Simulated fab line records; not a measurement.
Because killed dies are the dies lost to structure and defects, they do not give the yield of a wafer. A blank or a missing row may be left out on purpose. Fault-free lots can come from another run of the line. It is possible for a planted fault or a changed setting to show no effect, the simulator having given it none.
fab line records -- flow sky130
[record] lots = 11, wafers = 33, last_day = 50
route steps=708 shown FIELD_ISO@14 VT_ADJUST_PCH@152 SONOS_TUNNEL@166 POLY_GATE@213 RES_PROTECT@214
lots that met no fault: taken from a fault-free run of the same line
start_h: hours from the record's first day to the start of the lot's first wafer shown -- wait_h: hours elapsed since this lot's preceding step -- " repeats the value in the row above -- L1.1+2: a row that stands for several wafers -- - either no value or no given start -- * or withheld: withheld -- < > ~ a bound
route shown NAME@n: a module of which the file shows steps, and the number in the route of the first -- usual: mean/standard deviation taken from wafers without a fault -- same: alike in all rows -- chamber/n: place in a boat -- sites: readings site by site -- _std_site: standard deviation across them -- _edge_site: mean of outer sites minus mean of inner sites -- radius_mm: for every site, how far away it sits from the centre of the wafer -- mask NAME#n: copy n -- behind: tool/chamber where the wafer was last shaped -- hold: what put the lot on hold/how long, in hours/how the hold closed -- device: transistor that didn't switch, given as n, p or np -- end of line: tests run on the same wafers once the route is complete -- a step without rows: its recipe alone -- killed: dies that structure and defects cost at the first sort, which is not the same as the wafer's yield -- map: a wafer's dies, marking killed ones x, the rest . and places with no die _
set.NAME: the setting that was run; set.NAME@STEP: the one run at that earlier step -- model.NAME: the simulator's own value behind a step, which no gauge read
one table for each step of the route and one row for each wafer, over a sample of lots
services: the hour from which a tool's chamber was out of use, counted from the record's first day as start_h (under 0 if before that day), plus the number of hours and why
[[steps]]
[step SKY_FIELD_ISO_CD_MEAS_13]
[recipe] target_cd_nm = 150
[usual] cd_nm = 150.1/1.5
lot.wafer,tool,chamber,start_h,wait_h,cd_nm
L158.1,cd_sem-02,-,33.07,-,150.0
L158.3,cd_sem-02,-,33.07,-,149.9
L158.5,cd_sem-02,-,33.07,-,150.4
L160.4,cd_sem-02,-,44.84,-,153.3
L160.5,cd_sem-02,-,44.84,-,153.7
L160.6,cd_sem-02,-,44.84,-,151.8
L161.4,cd_sem-02,-,50.88,-,150.4
L161.5,cd_sem-02,-,50.88,-,151.3
L161.6,cd_sem-02,-,50.88,-,150.3
L162.1,cd_sem-01,-,54.98,-,151.8
L162.2,cd_sem-01,-,54.98,-,151.2
L162.6,cd_sem-01,-,54.98,-,151.7
L165.1,cd_sem-02,-,68.23,-,152.6
L165.4,cd_sem-02,-,68.23,-,152.1
L165.5,cd_sem-02,-,68.23,-,151.5
L166.1,cd_sem-02,-,87.18,-,148.3
L166.2,cd_sem-02,-,87.18,-,147.5
L166.4,cd_sem-02,-,87.18,-,148.2
L169.2,cd_sem-01,-,92.04,-,150.7
L169.4,cd_sem-01,-,92.04,-,151.4
L169.6,cd_sem-01,-,92.04,-,152.9
L171.2,cd_sem-01,-,100.34,-,150.3
L171.3,cd_sem-01,-,100.34,-,151.8
L171.4,cd_sem-01,-,100.34,-,151.3
L174.3,cd_sem-01,-,118.57,-,148.2
L174.5,cd_sem-01,-,118.57,-,148.0
L174.6,cd_sem-01,-,118.57,-,149.0
L177.1,cd_sem-01,-,133.23,-,149.3
L177.2,cd_sem-01,-,133.23,-,149.3
L177.3,cd_sem-01,-,133.23,-,149.6
L178.2,cd_sem-01,-,139.79,-,148.5
L178.3,cd_sem-01,-,139.79,-,150.1
L178.4,cd_sem-01,-,139.79,-,149.0
[step SKY_VT_ADJUST_PCH_STRIP_09]
[recipe] chemistry = O2/N2, power_w = 1400, pressure_mtorr = 1500, platen_temp_c = withheld, o2_flow_sccm = 3000, n2_flow_sccm = 300, overash_fraction = 0.5
[usual] drypump_motor_current_A = 5.9/0.55, oes_product_au = 0.722/0.0049, strip_time_to_endpoint_s = 36.98/0.12
lot.wafer,tool,chamber,start_h,wait_h,drypump_motor_current_A,oes_product_au,rf_hours_counter_h,strip_time_to_endpoint_s
L158.1,plasma_asher-03,1,230.11,0.1,5.4,0.723,52,36.93
L158.3,plasma_asher-03,1,230.11,0.1,5.4,0.715,-,36.93
L158.5,plasma_asher-03,1,230.11,0.1,5.4,0.716,-,37.02
L160.4,plasma_asher-04,1,246.75,0.1,5.3,0.721,-,37.06
L160.5,plasma_asher-04,0,246.75,0.1,6.8,0.718,-,37.13
L160.6,plasma_asher-04,1,246.75,0.1,5.3,0.711,-,37.02
L161.4,plasma_asher-02,0,254.84,0.1,6.2,0.713,-,36.93
L161.5,plasma_asher-02,0,254.84,0.1,6.3,0.721,-,37.02
L161.6,plasma_asher-02,1,254.84,0.1,5.9,0.717,-,36.90
L162.1,plasma_asher-04,1,264.92,0.1,5.3,0.716,45,37.05
L162.2,plasma_asher-04,0,264.92,0.1,6.8,0.722,45,37.08
L162.6,plasma_asher-04,0,264.92,0.1,6.8,0.727,-,37.02
L165.1,plasma_asher-03,0,284.66,0.1,5.8,0.726,58,36.96
L165.4,plasma_asher-03,1,284.66,0.1,5.3,0.734,-,36.82
L165.5,plasma_asher-03,0,284.66,0.1,5.8,0.727,-,36.91
L166.1,plasma_asher-02,1,310.91,0.1,5.8,0.719,17,36.94
L166.2,plasma_asher-02,0,310.91,0.1,6.3,0.728,17,36.98
L166.4,plasma_asher-02,0,310.91,0.1,6.3,0.722,-,36.92
L169.2,plasma_asher-02,0,327.76,0.1,6.3,0.715,19,37.06
L169.4,plasma_asher-02,1,327.76,0.1,5.9,0.721,-,36.93
L169.6,plasma_asher-02,1,327.76,0.1,5.9,0.726,-,36.96
L171.2,plasma_asher-03,1,334.41,0.1,5.4,0.716,63,36.91
L171.3,plasma_asher-03,0,334.41,0.1,5.8,0.718,-,36.97
L171.4,plasma_asher-03,1,334.41,0.1,5.4,0.726,-,37.00
L174.3,plasma_asher-02,1,362.75,0.1,5.9,0.724,-,37.23
L174.5,plasma_asher-02,0,362.75,0.1,6.3,0.721,-,37.24
L174.6,plasma_asher-02,1,362.75,0.1,5.9,0.728,-,37.20
L177.1,plasma_asher-03,1,385.56,0.1,5.3,0.723,67,37.11
L177.2,plasma_asher-03,0,385.56,0.1,5.8,0.712,67,37.04
L177.3,plasma_asher-03,1,385.56,0.1,5.3,0.726,-,37.18
L178.2,plasma_asher-03,0,392.41,0.1,5.8,0.721,68,36.92
L178.3,plasma_asher-03,1,392.41,0.1,5.3,0.719,-,36.92
L178.4,plasma_asher-03,0,392.41,0.1,5.9,0.709,-,36.72
[step SKY_SONOS_TUNNEL_TW_MEAS_12]
[usual] SONOS_TUNNEL_TW = 195.6/1.8
lot.wafer,tool,chamber,start_h,wait_h,SONOS_TUNNEL_TW
L158.1,film_metro-02,-,254.34,0.0,196.3
L158.3,film_metro-02,-,254.34,0.0,197.9
L158.5,film_metro-02,-,254.34,0.0,196.4
L160.4,film_metro-02,-,271.12,0.0,198.8
L160.5,film_metro-02,-,271.12,0.0,198.4
L160.6,film_metro-02,-,271.12,0.0,197.8
L161.4,film_metro-03,-,279.63,0.0,195.5
L161.5,film_metro-03,-,279.63,0.0,195.7
L161.6,film_metro-03,-,279.63,0.0,197.1
L162.1,film_metro-04,-,289.84,0.0,193.7
L162.2,film_metro-04,-,289.84,0.0,195.5
L162.6,film_metro-04,-,289.84,0.0,193.4
L165.1,film_metro-03,-,311.80,0.0,194.8
L165.4,film_metro-03,-,311.80,0.0,192.6
L165.5,film_metro-03,-,311.80,0.0,192.9
L166.1,film_metro-03,-,338.24,0.0,195.2
L166.2,film_metro-03,-,338.24,0.0,194.4
L166.4,film_metro-03,-,338.24,0.0,196.0
L169.2,film_metro-03,-,355.92,0.0,195.8
L169.4,film_metro-03,-,355.92,0.0,196.2
L169.6,film_metro-03,-,355.92,0.0,195.7
L171.2,film_metro-04,-,363.26,0.0,192.2
L171.3,film_metro-04,-,363.26,0.0,192.4
L171.4,film_metro-04,-,363.26,0.0,192.9
L174.3,film_metro-02,-,391.57,0.0,197.2
L174.5,film_metro-02,-,391.57,0.0,198.8
L174.6,film_metro-02,-,391.57,0.0,198.5
L177.1,film_metro-03,-,414.79,0.0,195.5
L177.2,film_metro-03,-,414.79,0.0,194.9
L177.3,film_metro-03,-,414.79,0.0,194.5
L178.2,film_metro-04,-,421.91,0.0,192.9
L178.3,film_metro-04,-,421.91,0.0,193.6
L178.4,film_metro-04,-,421.91,0.0,194.3
[step SKY_POLY_GATE_IMPLANT_02]
[recipe] species = P, energy_kev = 30, dose_cm2 = 7.7e+15, tilt_deg = 0
[usual] beam_energy_keV = 30.002/0.0086, beam_on_s = 34/3.8
lot.wafer,tool,chamber,start_h,wait_h,beam_energy_keV,beam_on_s
L158.1,implanter-01,0,342.32,0.1,29.984,37
L158.3,implanter-01,0,342.32,0.1,30.001,36
L158.5,implanter-01,0,342.32,0.1,30.005,37
L160.4,implanter-01,0,360.30,0.1,29.992,38
L160.5,implanter-01,0,360.30,0.1,29.995,35
L160.6,implanter-01,0,360.30,0.1,30.001,37
L161.4,implanter-02,0,371.85,0.1,30.006,37
L161.5,implanter-02,0,371.85,0.1,29.985,38
L161.6,implanter-02,0,371.85,0.1,29.993,37
L161.4,implanter-02,0,372.30,0.4,30.002,39
L161.5,implanter-02,0,372.30,0.4,30.002,38
L161.6,implanter-02,0,372.30,0.4,29.993,39
L162.1,implanter-03,0,384.28,0.1,29.999,29
L162.2,implanter-03,0,384.28,0.1,30.007,29
L162.6,implanter-03,0,384.28,0.1,29.994,29
L165.1,implanter-03,0,407.47,0.1,30.002,29
L165.4,implanter-03,0,407.47,0.1,29.991,29
L165.5,implanter-03,0,407.47,0.1,29.998,28
L165.1,implanter-03,0,407.79,0.3,30.006,29
L165.4,implanter-03,0,407.79,0.3,29.995,30
L165.5,implanter-03,0,407.79,0.3,29.991,29
L166.1,implanter-03,0,434.72,0.1,29.997,30
L166.2,implanter-03,0,434.72,0.1,30.003,28
L166.4,implanter-03,0,434.72,0.1,30.007,29
L166.1,implanter-03,0,435.04,0.3,29.998,29
L166.2,implanter-03,0,435.04,0.3,30.007,29
L166.4,implanter-03,0,435.04,0.3,30.016,29
L169.2,implanter-02,0,459.75,0.1,30.002,38
L169.4,implanter-02,0,459.75,0.1,29.994,38
L169.6,implanter-02,0,459.75,0.1,29.995,37
L171.2,implanter-02,0,461.34,0.1,29.999,38
L171.3,implanter-02,0,461.34,0.1,30.012,38
L171.4,implanter-02,0,461.34,0.1,30.007,37
L174.3,implanter-03,0,496.98,0.1,30.014,29
L174.5,implanter-03,0,496.98,0.1,30.022,29
L174.6,implanter-03,0,496.98,0.1,30.029,29
L177.1,implanter-03,0,516.37,0.1,29.998,29
L177.2,implanter-03,0,516.37,0.1,29.999,28
L177.3,implanter-03,0,516.37,0.1,30.001,29
L178.2,implanter-01,0,524.15,0.1,30.002,36
L178.3,implanter-01,0,524.15,0.1,29.994,36
L178.4,implanter-01,0,524.15,0.1,29.996,36
[step SKY_RES_PROTECT_STRIP_07]
[recipe] chemistry = O2/N2, power_w = 1400, pressure_mtorr = 1500, platen_temp_c = withheld, o2_flow_sccm = 3000, n2_flow_sccm = 300, overash_fraction = 0.5
[usual] drypump_motor_current_A = 5.8/0.6, oes_product_au = 0.518/0.0047, strip_time_to_endpoint_s = 23.30/0.045
lot.wafer,tool,chamber,start_h,wait_h,drypump_motor_current_A,oes_product_au,rf_hours_counter_h,strip_time_to_endpoint_s
L158.1,plasma_asher-03,1,342.47,0.1,5.4,0.513,64,23.34
L158.3,plasma_asher-03,1,342.47,0.1,5.4,0.522,-,23.36
L158.5,plasma_asher-03,1,342.47,0.1,5.4,0.515,-,23.34
L160.4,plasma_asher-04,1,360.40,0.1,5.3,0.523,-,23.27
L160.5,plasma_asher-04,0,360.40,0.1,6.8,0.511,-,23.26
L160.6,plasma_asher-04,1,360.40,0.1,5.3,0.523,-,23.26
L161.4,plasma_asher-01,0,372.40,0.1,5.2,0.495,-,25.11
L161.5,plasma_asher-01,0,372.40,0.1,5.2,0.497,-,25.13
L161.6,plasma_asher-01,1,372.40,0.1,5.5,0.503,-,25.16
L162.1,plasma_asher-01,1,384.43,0.1,5.5,0.518,70,23.34
L162.2,plasma_asher-01,0,384.43,0.1,5.2,0.518,70,23.33
L162.6,plasma_asher-01,1,384.43,0.1,5.5,0.515,-,23.26
L165.1,plasma_asher-03,0,407.94,0.1,5.8,0.495,69,25.12
L165.4,plasma_asher-03,1,407.94,0.1,5.3,0.500,-,25.14
L165.5,plasma_asher-03,0,407.94,0.1,5.9,0.491,-,25.17
L166.1,plasma_asher-04,0,435.19,0.1,6.8,0.497,63,25.11
L166.2,plasma_asher-04,1,435.19,0.1,5.3,0.499,63,25.08
L166.4,plasma_asher-04,0,435.19,0.1,6.8,0.498,-,25.10
L169.2,plasma_asher-04,1,459.88,0.1,5.3,0.511,65,23.25
L169.4,plasma_asher-04,0,459.88,0.1,6.8,0.515,-,23.29
L169.6,plasma_asher-04,0,459.88,0.1,6.8,0.516,-,23.30
L171.2,plasma_asher-03,0,461.47,0.1,5.8,0.517,75,23.27
L171.3,plasma_asher-03,1,461.47,0.1,5.3,0.520,-,23.28
L171.4,plasma_asher-03,0,461.47,0.1,5.8,0.521,-,23.31
L174.3,plasma_asher-03,0,497.11,0.1,5.8,0.511,-,23.21
L174.5,plasma_asher-03,1,497.11,0.1,5.4,0.526,-,23.25
L174.6,plasma_asher-03,0,497.11,0.1,5.8,0.510,-,23.34
L177.1,plasma_asher-04,0,516.52,0.1,6.8,0.524,71,23.35
L177.2,plasma_asher-04,1,516.52,0.1,5.3,0.522,71,23.39
L177.3,plasma_asher-04,1,516.52,0.1,5.3,0.513,-,23.33
L178.2,plasma_asher-03,0,524.27,0.1,5.8,0.522,81,23.23
L178.3,plasma_asher-03,1,524.27,0.1,5.3,0.519,-,23.21
L178.4,plasma_asher-03,0,524.27,0.1,5.8,0.519,-,23.26
[step SKY_RES_PROTECT_TW_MEAS_08]
[usual] POLY_GATE_TW = 3999/29
lot.wafer,tool,chamber,start_h,wait_h,POLY_GATE_TW
L158.1,film_metro-04,-,342.57,0.1,3985
L158.3,film_metro-04,-,342.57,0.1,3980
L158.5,film_metro-04,-,342.57,0.1,3989
L160.4,film_metro-03,-,360.50,0.1,4006
L160.5,film_metro-03,-,360.50,0.1,4003
L160.6,film_metro-03,-,360.50,0.1,3998
L161.4,film_metro-02,-,372.50,0.1,4132
L161.5,film_metro-02,-,372.50,0.1,4161
L161.6,film_metro-02,-,372.50,0.1,4160
L161.4,film_metro-02,-,372.76,0.3,4147
L161.5,film_metro-02,-,372.76,0.3,4139
L161.6,film_metro-02,-,372.76,0.3,4166
L162.1,film_metro-04,-,384.53,0.1,3970
L162.2,film_metro-04,-,384.53,0.1,3971
L162.6,film_metro-04,-,384.53,0.1,3965
L165.1,film_metro-02,-,408.04,0.1,4141
L165.4,film_metro-02,-,408.04,0.1,4155
L165.5,film_metro-02,-,408.04,0.1,4159
L165.1,film_metro-02,-,408.37,0.3,4138
L165.4,film_metro-02,-,408.37,0.3,4159
L165.5,film_metro-02,-,408.37,0.3,4120
L166.1,film_metro-02,-,435.29,0.1,4167
L166.2,film_metro-02,-,435.29,0.1,4153
L166.4,film_metro-02,-,435.29,0.1,4149
L166.1,film_metro-02,-,435.62,0.3,4160
L166.2,film_metro-02,-,435.62,0.3,4175
L166.4,film_metro-02,-,435.62,0.3,4174
L169.2,film_metro-02,-,459.99,0.1,4025
L169.4,film_metro-02,-,459.99,0.1,4029
L169.6,film_metro-02,-,459.99,0.1,4030
L171.2,film_metro-03,-,461.58,0.1,3977
L171.3,film_metro-03,-,461.58,0.1,4007
L171.4,film_metro-03,-,461.58,0.1,4006
L174.3,film_metro-02,-,497.20,0.1,4040
L174.5,film_metro-02,-,497.20,0.1,4039
L174.6,film_metro-02,-,497.20,0.1,4029
L177.1,film_metro-03,-,516.62,0.1,4007
L177.2,film_metro-03,-,516.62,0.1,4017
L177.3,film_metro-03,-,516.62,0.1,3998
L178.2,film_metro-03,-,524.38,0.1,3995
L178.3,film_metro-03,-,524.38,0.1,4011
L178.4,film_metro-03,-,524.38,0.1,3984
[[services]]
tool,chamber,start_h,hours,kind
implanter-02,-,223.18,4.6,repair
plasma_asher-02,-,240.18,14.6,pm
implanter-03,-,240.83,5.8,repair
implanter-02,-,277.43,3.0,repair
implanter-01,-,311.51,4.2,pm
plasma_asher-01,-,315.76,2.8,pm
plasma_asher-02,-,354.59,2.8,pm
plasma_asher-03,-,366.31,15.6,pm
implanter-01,-,385.71,2.5,repair
implanter-01,-,399.68,3.1,pm
implanter-03,-,415.68,1.4,repair
plasma_asher-02,-,419.64,7.3,repair
plasma_asher-01,-,421.25,9.0,pm
plasma_asher-01,0,421.25,9.0,vent_cycle
implanter-01,-,442.33,9.2,repair
implanter-02,-,445.32,4.7,repair
plasma_asher-03,-,452.97,1.3,repair
plasma_asher-02,-,459.94,0.8,repair
implanter-03,-,466.57,2.0,repair
plasma_asher-02,-,468.12,1.2,repair
implanter-03,-,470.46,4.5,pm
plasma_asher-04,-,472.09,0.7,repair
implanter-01,-,501.31,1.6,repair
implanter-02,-,516.48,2.9,pm
[[key]]
[first_sign] step = SKY_POLY_GATE_IMPLANT_02, reading = visit, direction = added
[effect] step = SKY_RES_PROTECT_STRIP_07, reading = strip_time_to_endpoint_s, direction = up, sigmas = 41, usual = *, struck = *
[effect] step = SKY_RES_PROTECT_TW_MEAS_08, reading = visit, direction = added
[effect] step = SKY_RES_PROTECT_TW_MEAS_08, reading = POLY_GATE_TW, direction = up, sigmas = 5.2, usual = 3999, struck = 4153
met_at SKY_POLY_GATE_IMPLANT_02
struck_lots L161,L165,L166
tester_left_out L161,L165,L166
not_acting_at SKY_FIELD_ISO_CD_MEAS_13,SKY_VT_ADJUST_PCH_STRIP_09,SKY_SONOS_TUNNEL_TW_MEAS_12
[fault] kind = repeated_step_whole, tool = implanter-01,implanter-02,implanter-03, chamber = -, onset_h = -, steps = SKY_POLY_GATE_IMPLANT_02, times = 1, scope = struck_lots_only
// tester_left_out: of these lots the tester's yield and bins aren't shown, on N5 and GAA mostly nor the transistor test; their killed dies are dies lost to structure and defects alone, not to doping, threshold or leakage, so they don't give the yield
